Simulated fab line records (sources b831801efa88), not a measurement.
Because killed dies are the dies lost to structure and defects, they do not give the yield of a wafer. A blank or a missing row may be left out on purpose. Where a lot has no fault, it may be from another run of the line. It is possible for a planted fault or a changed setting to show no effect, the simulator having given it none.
A lot that was struck, set against a sound lot | flow gf180mcu | 29 steps out of a route of 602
Sound: these wafers, L474.2, L474.3, L474.6. Struck: wafer L479.5. (L479.3, L479.4 of the same lot were not struck and are left out.) The cause comes at the end.
At each step with rows: each side's tool, then ch and its chambers, then its first start. Under that, the readings that differ: sound wafers | struck wafers | difference of the means | sigmas: that difference in standard deviations of wafers without a fault.
alike: a reading whose means differ by less than 2 such deviations, as well as words and numbers matching on both sides. not compared: withheld readings; readings where some wafer has no value; bounds like >300 that might hide an equal value; numbers whose values overlap and for which the record gives no deviation.
Wherever a step has rows on one side only, a row that says differs or no value, or a row with sigmas, the two part there. Numbers that don't overlap but have no deviation are shown without sigmas and don't part them. Lack of a reading on every wafer of one side parts them only where that side has two or more wafers.

first, 3 steps without rows for these wafers: GF_M5_EXPOSE_04 (exposes mask Metal5, target cd 280 nm); GF_M5_PEB_05 (peb time 86.86 s); GF_M5_DEVELOP_06 (develop time 60 s).
GF_M5_CD_MEAS_07 targets a cd of 280 nm.
  sound: cd sem-02 at day 26 22:52; struck: cd sem-02 at day 28 19:45
  reading    | sound             | struck | difference | sigmas
  cd nm (nm) | 281.8 281.0 282.5 | 279.0  | -2.8       | -2
GF_M5_OVL_MEAS_08:
  sound: overlay-01 at day 26 22:58; struck: overlay-02 at day 28 19:50
  reading     | sound    | struck | difference | sigmas
  M5_OVL (nm) | -1 -6 -4 | 11     | +15        | +3
GF_M5_ETCH_09: etches Si3N4 in CF4/O2, target depth 52 nm, time 11.6 s.
  sound on rie diel-04 ch 0,3, day 26 23:00; struck on rie diel-04 ch 0, day 28 19:52
  alike: drypump motor current A, oes product au, throttle valve pct
  not compared: rf hours counter h
GF_M5_METAL_ETCH_10: etches the open film in Cl2/BCl3, stops on SiO2, target depth 627.5 nm, time 104.6 s.
  sound on rie metal-03 ch 1, day 26 23:01; struck on rie metal-02 ch 0, day 28 19:55
  alike: drypump motor current A, he backside leak sccm, oes product au, throttle valve pct
  not compared: rf hours counter h
GF_M5_STRIP_11: strips in O2/N2.
  sound on plasma asher-04 ch 0,1, day 26 23:08; struck on plasma asher-01 ch 1, day 28 20:02
  alike: drypump motor current A, heater power w, o2 flow sccm, oes product au, strip time to endpoint s
  not compared: rf hours counter h
then, 3 steps without rows for these wafers: GF_M5_STRIP_12 (strips in post etch residue remover, time 1200 s); GF_M5_CLEAN_13 (cleans in DIW); GF_V5_CVD_00 (deposits SiO2, target thk 300 nm, time 50 s).
GF_V5_THK_MEAS_01:
  sound: film metro-04 at day 26 23:43; struck: film metro-04 at day 28 20:43
  alike: V5_CVD_00_THK
GF_V5_CVD_02: deposits SiO2 from TEOS, target thk 1450 nm, time 163.28 s.
  sound on pecvd-01 ch 1,2, day 26 23:46; struck on pecvd-01 ch 2, day 28 20:45
  reading                  | sound       | struck | difference | sigmas
  heater power outer w (W) | 548 260 448 | 232    | -187       | -2
  heater power w (W)       | 852 546 681 | 488    | -205       | -2
GF_V5_THK_MEAS_03:
  sound: film metro-02 at day 26 23:53; struck: film metro-02 at day 28 20:53
  reading            | sound          | struck | difference | sigmas
  V5_CVD_02_THK (nm) | 1443 1439 1459 | 1141   | -306       | -18
GF_V5_CMP_04: polishes SiO2.
  sound on cmp-01 ch 0,1, day 26 23:59; struck on cmp-01 ch 3, day 28 21:00
  reading             | sound          | struck | difference | sigmas
  motor current A (A) | 11.3 11.2 11.0 | 15.0   | +3.8       | +2
  alike: slurry filter dp kPa
GF_V5_BOW_MEAS_05:
  sound: film metro-02 at day 27 00:16; struck: film metro-03 at day 28 21:20
  alike: V5_BOW
then, 8 steps without rows for these wafers: GF_V5_DEHYDRATE_06 (time 60 s); GF_V5_HMDS_07 (prime time 60 s); GF_V5_COAT_08; GF_V5_COAT_09 (resist thk 1000 nm); GF_V5_SOFTBAKE_10 (time 60 s); GF_V5_EXPOSE_11 (exposes mask Via5, target cd 260 nm); GF_V5_PEB_12 (peb time 90 s); GF_V5_DEVELOP_13 (develop time 60 s).
GF_V5_CD_MEAS_14 targets a cd of 260 nm.
  sound: cd sem-02 at day 27 20:26; struck: cd sem-02 at day 29 15:59
  alike: cd nm
GF_V5_OVL_MEAS_15:
  sound: overlay-01 at day 27 20:32; struck: overlay-02 at day 29 16:05
  alike: V5_OVL
then, 1 step without rows for these wafers: GF_V5_ETCH_16 (etches BARC in N2/H2).
GF_V5_ETCH_17: etches SiO2 in C4F8/O2/Ar, stops on TiN, target depth 855 nm.
  sound on rie diel-03 ch 1,2,3; struck on rie diel-03 ch 0
  reading               | sound             | struck | difference | sigmas
  oes product au (a.u.) | 0.861 0.855 0.861 | 0.693  | -0.166     | -38
GF_V5_STRIP_18: strips in O2/N2.
  sound on plasma asher-02 ch 0,1, day 27 20:43; struck on plasma asher-04 ch 1, day 29 16:17
  alike: drypump motor current A, heater power w, o2 flow sccm, oes product au
  not compared: rf hours counter h

WHERE THEY PART
At GF_M5_CD_MEAS_07 first; at GF_V5_ETCH_17 last (within this record only). Later steps at which nothing parts them and some readings are alike: GF_V5_STRIP_18.

WHY: the cause the simulator had injected
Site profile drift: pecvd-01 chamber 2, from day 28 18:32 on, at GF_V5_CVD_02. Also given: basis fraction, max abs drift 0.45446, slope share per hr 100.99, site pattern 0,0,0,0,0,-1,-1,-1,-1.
